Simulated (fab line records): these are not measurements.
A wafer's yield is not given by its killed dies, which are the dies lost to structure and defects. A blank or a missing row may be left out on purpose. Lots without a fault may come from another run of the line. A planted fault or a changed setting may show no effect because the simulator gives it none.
A struck lot beside a sound one || flow gf180mcu || 12 out of 602 route steps
Sound: wafers L168.1, L168.3, L168.4. The struck wafers were L177.1, L177.2, L177.3. The cause is given at the end.
Order at every step that has rows: each side's tool, ch and its chambers, its first start. Under that, the readings that differ: sound wafers || struck wafers || difference of the means || sigmas: that difference in standard deviations of wafers without a fault.
alike: same words and numbers on both sides, and readings whose means sit less than 2 such deviations apart. not compared: any withheld reading, any reading some wafer has no value for, any bound like >300 that may hide the same value, and any number with overlapping values for which the record gives no deviation.
Wherever a step has rows on one side only, a row that says differs or no value, or a row with sigmas, the two part there. Numbers that don't overlap but have no deviation are shown without sigmas and don't part them. A reading missing from all wafers of one side parts the sides only when that side holds two or more wafers.

GF_STI_BOW_MEAS_00:
  sound: filmMetro-01 at day 1 10:00; struck: filmMetro-01 at day 3 07:00
  alike: INCOMING_BOW
then, 1 step without rows for these wafers: GF_STI_OXIDATION_01 (stabilise 600 s, purge 300 s, target thk 10 nm).
GF_STI_THK_MEAS_02:
  sound: filmMetro-04 at day 1 14:04; struck: filmMetro-02 at day 3 09:05
{"reading": "STI_OXIDATION_THK (nm)", "sound": "10.20 10.23 10.14", "struck": "9.85 9.71 9.84", "difference": -0.39, "sigmas": -2}
then, 1 step without rows for these wafers: GF_STI_CVD_03 (deposits Si3N4 from DCS/NH3, target thk 207.16 nm, time 3551 s).
GF_STI_THK_MEAS_04:
  sound: filmMetro-02 at day 1 16:07; struck: filmMetro-01 at day 3 11:08
{"reading": "STI_CVD_03_THK (nm)", "sound": "206.6 205.5 206.0", "struck": "212.9 212.2 212.2", "difference": "+6.4", "sigmas": "+3"}
then, 5 steps without rows for these wafers: GF_STI_DEHYDRATE_05 (time 60 s); GF_STI_HMDS_06 (prime time 60 s); GF_STI_COAT_07 (resist thk 707.2 nm); GF_STI_SOFTBAKE_08 (time 60 s); GF_STI_EXPOSE_09 (exposes mask COMP, target cd 220 nm).
GF_STI_PEB_10: peb time 90 s.
  sound on lithoTrack-04 ch 0, day 2 02:37; struck on lithoTrack-03, day 3 23:37
  no value came back on the struck wafers for chillPlateTempC (C), exhaustPa (Pa); on the sound wafers chillPlateTempC (C) reads 23.01 22.87 22.89
then, 1 step without rows for these wafers: GF_STI_DEVELOP_11 (develop time 60 s).

== WHERE THEY PART ==
First at GF_STI_THK_MEAS_02; last, within this record, at GF_STI_PEB_10.

WHY: what the simulator had put in
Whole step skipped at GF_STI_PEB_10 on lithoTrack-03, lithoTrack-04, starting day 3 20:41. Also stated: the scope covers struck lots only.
